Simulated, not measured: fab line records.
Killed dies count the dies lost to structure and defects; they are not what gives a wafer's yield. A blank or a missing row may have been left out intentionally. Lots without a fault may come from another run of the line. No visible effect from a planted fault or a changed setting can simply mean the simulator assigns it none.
Commonality check across tools / flow gf180mcu / Sampled: 12 lots, 36 wafers

WHAT PROMPTED THE OPENING
2 of 12 lots carry a flag on the reading VT_IMPLANT_TW at GF_VT_IMPLANT_TW_MEAS_10. No-fault wafers: 562, standard deviation 4.1.
Rule: a lot gets a flag if all its wafers with a number sit over 4 standard deviations from that mean, or if no wafer of it has a number. As for the other lots, they are considered sound.

lot=L771; measured=day 6 06:38; on=film metro-02; VT_IMPLANT_TW, wafer by wafer=558 562 559; flag=
lot=L773; measured=day 6 17:22; on=film metro-02; VT_IMPLANT_TW, wafer by wafer=557 555 559; flag=
lot=L774; measured=day 7 03:00; on=film metro-04; VT_IMPLANT_TW, wafer by wafer=556 557 556; flag=
lot=L777; measured=day 7 16:39; on=film metro-02; VT_IMPLANT_TW, wafer by wafer=561 562 561; flag=
lot=L778; measured=day 8 01:07; on=film metro-04; VT_IMPLANT_TW, wafer by wafer=559 557 561; flag=
lot=L779; measured=day 8 05:13; on=film metro-04; VT_IMPLANT_TW, wafer by wafer=592 592 592; flag=FLAGGED
lot=L780; measured=day 8 09:42; on=film metro-02; VT_IMPLANT_TW, wafer by wafer=563 560 565; flag=
lot=L783; measured=day 9 06:49; on=film metro-01; VT_IMPLANT_TW, wafer by wafer=601 601 601; flag=FLAGGED
lot=L789; measured=day 10 19:40; on=film metro-02; VT_IMPLANT_TW, wafer by wafer=559 557 557; flag=
lot=L790; measured=day 11 00:14; on=film metro-04; VT_IMPLANT_TW, wafer by wafer=558 559 560; flag=
lot=L791; measured=day 11 07:34; on=film metro-04; VT_IMPLANT_TW, wafer by wafer=562 561 559; flag=
lot=L792; measured=day 11 15:10; on=film metro-04; VT_IMPLANT_TW, wafer by wafer=559 563 560; flag=
Average over the flagged lots: 596; offset from the usual +34, equal to +8 standard deviations.

EACH LOT AND THE TOOL IT RAN ON
Before the reading, the record contains 2 process steps out of a 602-step route. Cell contents, in order: the tool; ch with the chambers the sampled wafers went through; the start.
lot=L771; flag=; GF_STI_ETCH_14=rie si-02 ch 0,3, day 2 12:55; GF_VT_IMPLANT_IMPLANT_08=implanter-01 ch 0, day 6 06:24
lot=L773; flag=; GF_STI_ETCH_14=rie si-02 ch 0,1,2, day 2 23:52; GF_VT_IMPLANT_IMPLANT_08=implanter-03 ch 0, day 6 17:08
lot=L774; flag=; GF_STI_ETCH_14=rie si-02 ch 0,1,2, day 3 06:02; GF_VT_IMPLANT_IMPLANT_08=implanter-01 ch 0, day 7 02:45
lot=L777; flag=; GF_STI_ETCH_14=rie si-01 ch 1,2, day 3 18:40; GF_VT_IMPLANT_IMPLANT_08=implanter-03 ch 0, day 7 16:24
lot=L778; flag=; GF_STI_ETCH_14=rie si-02 ch 1,2,3, day 4 00:32; GF_VT_IMPLANT_IMPLANT_08=implanter-01 ch 0, day 8 00:53
lot=L779; flag=FLAGGED; GF_STI_ETCH_14=rie si-02 ch 1,2, day 4 05:25; GF_VT_IMPLANT_IMPLANT_08=implanter-03 ch 0, day 8 04:58
lot=L780; flag=; GF_STI_ETCH_14=rie si-01 ch 2,3, day 4 10:01; GF_VT_IMPLANT_IMPLANT_08=implanter-02 ch 0, day 8 09:27
lot=L783; flag=FLAGGED; GF_STI_ETCH_14=rie si-01 ch 1,2,3, day 5 01:55; GF_VT_IMPLANT_IMPLANT_08=implanter-03 ch 0, day 9 06:34
lot=L789; flag=; GF_STI_ETCH_14=rie si-01 ch 0,2,3, day 6 09:37; GF_VT_IMPLANT_IMPLANT_08=implanter-02 ch 0, day 10 19:26
lot=L790; flag=; GF_STI_ETCH_14=rie si-01 ch 1,2, day 6 13:22; GF_VT_IMPLANT_IMPLANT_08=implanter-02 ch 0, day 11 00:01
lot=L791; flag=; GF_STI_ETCH_14=rie si-02 ch 0,1,3, day 6 18:47; GF_VT_IMPLANT_IMPLANT_08=implanter-01 ch 0, day 11 07:19
lot=L792; flag=; GF_STI_ETCH_14=rie si-02 ch 0,1,3, day 7 00:04; GF_VT_IMPLANT_IMPLANT_08=implanter-01 ch 0, day 11 14:57
These steps, and what they do:
- GF_STI_ETCH_14: etches Si in HBr/Cl2/O2, target depth 360 nm, time 102.9 s.
- GF_VT_IMPLANT_IMPLANT_08
- GF_VT_IMPLANT_TW_MEAS_10

FLAGGED AGAINST TOTAL, ONE TOOL AT A TIME (gauges that did the reading follow at the end)
step=GF_STI_ETCH_14; tool=rie si-01; lots run=5; flagged=1; share of the flagged lots=some; sound lots run after its first flagged lot=2 (L789,L790)
step=GF_STI_ETCH_14; tool=rie si-02; lots run=7; flagged=1; share of the flagged lots=some; sound lots run after its first flagged lot=2 (L791,L792)
step=GF_VT_IMPLANT_IMPLANT_08; tool=implanter-01; lots run=5; flagged=0; share of the flagged lots=none; sound lots run after its first flagged lot=-
step=GF_VT_IMPLANT_IMPLANT_08; tool=implanter-02; lots run=3; flagged=0; share of the flagged lots=none; sound lots run after its first flagged lot=-
step=GF_VT_IMPLANT_IMPLANT_08; tool=implanter-03; lots run=4; flagged=2; share of the flagged lots=all; sound lots run after its first flagged lot=0
step=GF_VT_IMPLANT_TW_MEAS_10; tool=film metro-01; lots run=1; flagged=1; share of the flagged lots=some; sound lots run after its first flagged lot=0
step=GF_VT_IMPLANT_TW_MEAS_10; tool=film metro-02; lots run=5; flagged=0; share of the flagged lots=none; sound lots run after its first flagged lot=-
step=GF_VT_IMPLANT_TW_MEAS_10; tool=film metro-04; lots run=6; flagged=1; share of the flagged lots=some; sound lots run after its first flagged lot=3 (L790,L791,L792)

WHAT IS ALLOWED BY THE TABLE
In the table, 1 row covers all flagged lots: implanter-03 at GF_VT_IMPLANT_IMPLANT_08.
- implanter-03 at GF_VT_IMPLANT_IMPLANT_08 ran 4 lots, 2 of them flagged. A fault beginning between L777 (day 7 16:24), its last sound lot, and L779 (day 8 04:58), its first flagged one, fits the data. Its own readings lie more than 4 standard deviations out on every wafer of the flagged lots: dose ions cm2, faraday current uA.
Left over: one tool, implanter-03 at GF_VT_IMPLANT_IMPLANT_08.

WHAT THE SIMULATOR HAD INSERTED
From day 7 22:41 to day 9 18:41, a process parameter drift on implanter-03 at GF_VT_IMPLANT_IMPLANT_08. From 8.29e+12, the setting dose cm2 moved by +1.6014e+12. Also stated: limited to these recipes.
Shown lots that were struck: L779, L783. This agrees with what the rule above found.
